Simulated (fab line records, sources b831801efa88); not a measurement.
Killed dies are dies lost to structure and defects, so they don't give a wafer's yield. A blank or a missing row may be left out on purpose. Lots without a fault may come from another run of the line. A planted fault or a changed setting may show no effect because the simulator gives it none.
A struck lot beside a sound one | flow gf180mcu | 15 steps out of a route of 602
Sound: wafers L354.4, L354.5, L354.6. Struck: wafers L364.4, L364.5, L364.6. The cause comes at the end.
At each step with rows: each side's tool, then ch and its chambers, then its first start. Under that, the readings that differ: sound wafers | struck wafers | difference of the means | sigmas: that difference in standard deviations of wafers without a fault.
alike: readings whose means differ by less than 2 such deviations, and words and numbers that are the same on both sides. not compared: withheld readings, readings that some wafer has no value for, bounds like >300 that may hide the same value, and numbers for which the record gives no deviation and whose values overlap.
The two part at a step that has a row with sigmas, a row that says differs or no value, or rows on one side only. Numbers that don't overlap but have no deviation are shown without sigmas and don't part them. A reading that every wafer of one side lacks parts them only if that side has two wafers or more.

first, 7 steps without rows for these wafers: GF_DUAL_GATE_DEHYDRATE_04 (time 60 s); GF_DUAL_GATE_HMDS_05 (prime time 60 s); GF_DUAL_GATE_COAT_06 (resist thk 1000 nm); GF_DUAL_GATE_SOFTBAKE_07 (time 60 s); GF_DUAL_GATE_EXPOSE_08 (exposes mask Dualgate, target cd 700 nm); GF_DUAL_GATE_PEB_09; GF_DUAL_GATE_DEVELOP_10 (develop time 60 s).
GF_DUAL_GATE_OVL_MEAS_11:
  sound on overlay-01, day 8 23:02; struck on overlay-02, day 11 12:11
  reading            | sound       | struck         | difference | sigmas
  DUAL_GATE_OVL (nm) | 1.8 3.4 3.8 | -1.2 -1.8 -1.8 | -4.6       | -3
then, 1 step without rows for these wafers: GF_DUAL_GATE_WET_ETCH_12 (etches SiO2 in dHF, target depth 13 nm, time 260 s).
GF_DUAL_GATE_STRIP_13: strips in O2/N2.
  sound on plasma_asher-04 ch 0,1, day 8 23:10; struck on plasma_asher-04 ch 0,1, day 11 12:19
  alike: drypump_motor_current_A, heater_power_w, oes_product_au, strip_time_to_endpoint_s
  not compared: rf_hours_counter_h
then, 2 steps without rows for these wafers: GF_DUAL_GATE_CLEAN_14 (cleans in SC1/SC2, time 150 s); GF_DUAL_GATE_OXIDATION_15 (stabilise 600 s, purge 300 s, target thk 7.098 nm).
GF_POLY_GATE_CVD_00: deposits poly-Si, target thk 200 nm, time 1200 s.
  sound on lpcvd-02 ch 1, day 9 01:13; struck on lpcvd-02 ch 1, day 11 14:33
  reading                                       | sound           | struck            | difference | sigmas
  model.poly-Si_of_POLY_GATE_CVD_00.thk_nm (nm) | 201 201.3 199.6 | 285.9 284.3 285.2 | +84.5      |
  alike: zone_power_bottom_pct
GF_POLY_GATE_THK_MEAS_01:
  sound on film_metro-03, day 9 02:34; struck on film_metro-03, day 11 16:08
  reading                   | sound             | struck            | difference | sigmas
  POLY_GATE_CVD_00_THK (nm) | 201.0 201.3 199.6 | 285.8 284.2 285.1 | +84.4      | +44
  not compared: hold
GF_PASSIVATION_PROBE_99:
  the record has rows for the sound wafers here (prober-02, day 29 17:07) and none for the struck ones

WHERE THEY PART
First at GF_DUAL_GATE_OVL_MEAS_11; last, within this record, at GF_PASSIVATION_PROBE_99.

WHY: what the simulator had put in
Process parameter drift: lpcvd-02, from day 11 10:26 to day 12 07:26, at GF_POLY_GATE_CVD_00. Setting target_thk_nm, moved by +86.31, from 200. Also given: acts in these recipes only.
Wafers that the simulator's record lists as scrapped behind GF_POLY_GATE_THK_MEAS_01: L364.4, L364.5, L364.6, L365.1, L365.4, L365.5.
